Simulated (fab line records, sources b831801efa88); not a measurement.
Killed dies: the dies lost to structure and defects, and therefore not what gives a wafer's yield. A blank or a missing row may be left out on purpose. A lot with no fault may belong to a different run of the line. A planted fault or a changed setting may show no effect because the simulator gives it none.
Struck lot and sound lot, side by side || flow sky130 || 43 steps out of a route of 708
Sound: these wafers, L887.1, L887.4, L887.6. Wafers struck: L900.1, L900.4, L900.6. At the end, the cause is stated.
At each step with rows: each side's tool, then ch and its chambers, then its first start. Under that, the readings that differ: sound wafers || struck wafers || difference of the means || sigmas: that difference in standard deviations of wafers without a fault.
alike: a reading whose means differ by less than 2 such deviations, as well as words and numbers matching on both sides. not compared: withheld readings; readings where some wafer has no value; bounds like >300 that might hide an equal value; numbers whose values overlap and for which the record gives no deviation.
Wherever a step has rows on one side only, a row that says differs or no value, or a row with sigmas, the two part there. When numbers do not overlap yet have no deviation, they are printed without sigmas and do not part them. A reading that every wafer of one side lacks parts them only if that side has two wafers or more.

first, 6 steps without rows for these wafers: SKY_VIA4_HMDS_05 (prime time 60 s); SKY_VIA4_COAT_06 (resist thk 1140 nm); SKY_VIA4_SOFTBAKE_07 (time 60 s); SKY_VIA4_EXPOSE_08 (exposes mask VIM4, target cd 800 nm); SKY_VIA4_PEB_09; SKY_VIA4_DEVELOP_10 (develop time 60 s).
SKY_VIA4_OVL_MEAS_11:
  sound on overlay-02 at day 44 04:11; struck on overlay-01 at day 47 07:49
  alike: VIA4_OVL
then, 5 steps without rows for these wafers: SKY_VIA4_ETCH_12 (etches SiO2 in C4F8/O2/Ar, stops on TiN, target depth 580 nm); SKY_VIA4_STRIP_13 (strips in O2/N2); SKY_VIA4_STRIP_14 (strips in post etch residue remover, time 1200 s); SKY_VIA4_CLEAN_15 (cleans in IPA, time 180 s); SKY_VIA4_CLEAN_16 (cleans in O3/DIW).
SKY_VIA4_SPUTTER_17: material TiN, target thk 20 nm, time 80 s.
  sound on pvd sputter-04 at day 44 04:53; struck on pvd sputter-01 at day 47 08:33
  alike: chamber pressure pa, throttle valve pct
SKY_VIA4_CVD_18: deposits W, target thk 505 nm, time 152.14 s.
  sound on cvd w-01 ch 0,1, day 44 04:58; struck on cvd w-02 ch 1, day 47 08:37
{"reading": "heater power w (W)", "sound": "697 666 686", "struck": "903 935 938", "difference": "+242", "sigmas": "+2"}
SKY_VIA4_RS_MEAS_19: measurement is done with a four-point probe.
  sound on film metro-01 at day 44 05:07; struck on film metro-02 at day 47 08:46
  alike: VIA4_W_RS
SKY_VIA4_THK_MEAS_20: measures by xrf.
  sound on film metro-01 at day 44 05:14; struck on film metro-02 at day 47 08:53
  alike: VIA4_W_THK
SKY_VIA4_CMP_21: polishes, stops on SiO2, t overpolish 25 s, target thk 0 nm.
  sound on cmp-02 ch 0,3, day 44 05:17; struck on cmp-02 ch 1,2,3, day 47 08:56
  alike: motor current A, overpolish run s, slurry filter dp kPa, time to endpoint s
then, 3 steps without rows for these wafers: SKY_METAL5_SPUTTER_00 (material Ti, target thk 15 nm, time 10 s); SKY_METAL5_SPUTTER_01 (material TiN, target thk 20 nm, time 16.7 s); SKY_METAL5_SPUTTER_02 (material AlCu, target thk 1150 nm, time 61.2 s).
SKY_METAL5_SPUTTER_03: material Ti, target thk 5 nm, time 3.3 s.
  sound on pvd sputter-02 at day 44 05:41; struck on pvd sputter-02 at day 47 09:20
  alike: chamber pressure pa, throttle valve pct
then, 1 step without rows for these wafers: SKY_METAL5_SPUTTER_04 (material TiN, target thk 70 nm, time 58.3 s).
SKY_METAL5_RS_MEAS_05: measurement is done with a four-point probe.
  sound on film metro-04 at day 44 05:45; struck on film metro-04 at day 47 09:24
  alike: METAL5_ALCU_RS
SKY_METAL5_THK_MEAS_06: measures by xrf.
  sound on film metro-04 at day 44 05:52; struck on film metro-04 at day 47 09:31
  alike: METAL5_ALCU_THK
then, 9 steps without rows for these wafers: SKY_METAL5_DEHYDRATE_07 (time 60 s); SKY_METAL5_HMDS_08 (prime time 60 s); SKY_METAL5_COAT_09 (resist thk 1800 nm); SKY_METAL5_SOFTBAKE_10 (time 60 s); SKY_METAL5_EXPOSE_11 (exposes mask MM5, target cd 1600 nm); SKY_METAL5_PEB_12; SKY_METAL5_DEVELOP_13 (develop time 60 s); SKY_METAL5_DESCUM_14 (chemistry O2, time 11 s); SKY_METAL5_METAL_ETCH_15 (etches the open film in Cl2/BCl3, stops on SiO2, target depth 1260 nm, time 252 s).
SKY_METAL5_STRIP_16: strips in O2/N2.
  sound on plasma asher-02 ch 0,1, day 45 04:22; struck on plasma asher-02 ch 0,1, day 48 05:21
{"reading": "strip time to endpoint s (s)", "sound": "12.75 12.69 12.69", "struck": "13.21 13.13 13.13", "difference": "+0.45", "sigmas": "+2"}
  alike: drypump motor current A, oes product au
  not compared: rf hours counter h
then, 4 steps without rows for these wafers: SKY_METAL5_STRIP_17 (strips in post etch residue remover, time 1200 s); SKY_METAL5_CLEAN_18 (cleans in IPA, time 180 s); SKY_METAL5_CLEAN_19 (cleans in O3/DIW); SKY_PASSIVATION_CVD_00 (deposits SiO2, target thk 90 nm).
SKY_PASSIVATION_THK_MEAS_01:
  sound on film metro-01 at day 45 05:23; struck on film metro-03 at day 48 05:58
  alike: PASSIVATION_CVD_00_THK
SKY_PASSIVATION_CVD_02: deposits Si3N4, target thk 540 nm.
  sound on pecvd-04 ch 0,2, day 45 05:27; struck on pecvd-04 ch 0,2, day 48 06:02
  alike: heater power w
SKY_PASSIVATION_THK_MEAS_03:
  sound on film metro-03 at day 45 05:41; struck on film metro-02 at day 48 06:15
  alike: PASSIVATION_CVD_02_THK
then, 1 step without rows for these wafers: SKY_PASSIVATION_DEHYDRATE_04 (time 60 s).
SKY_PAD_OPEN_PROBE_99:
  sound on prober-01 at day 47 01:03; struck on prober-02 at day 49 20:59
{"reading": "hold", "sound": "- - -", "struck": "await dispo/4.3h/release await dispo/4.3h/release await dispo/4.3h/release", "difference": "no value on the sound wafers", "sigmas": ""}
{"reading": "killed_at_M4_up", "sound": "0 1 3", "struck": "9 30 44", "difference": "+26", "sigmas": "+15"}
{"reading": "killed at front end", "sound": "13 14 13", "struck": "39 35 27", "difference": "+20", "sigmas": "+4"}
{"reading": "killed dies", "sound": "82 79 74", "struck": "130 133 141", "difference": "+56", "sigmas": "+5"}
{"reading": "killed open", "sound": "40 41 43", "struck": "61 52 59", "difference": "+16", "sigmas": "+2"}
  alike: killed_at_M0_to_M3, killed at contacts, killed at other, killed short

== WHERE THEY PART ==
Earliest at SKY_VIA4_CVD_18; latest, in this record, at SKY_PAD_OPEN_PROBE_99.

WHY: the cause the simulator had injected
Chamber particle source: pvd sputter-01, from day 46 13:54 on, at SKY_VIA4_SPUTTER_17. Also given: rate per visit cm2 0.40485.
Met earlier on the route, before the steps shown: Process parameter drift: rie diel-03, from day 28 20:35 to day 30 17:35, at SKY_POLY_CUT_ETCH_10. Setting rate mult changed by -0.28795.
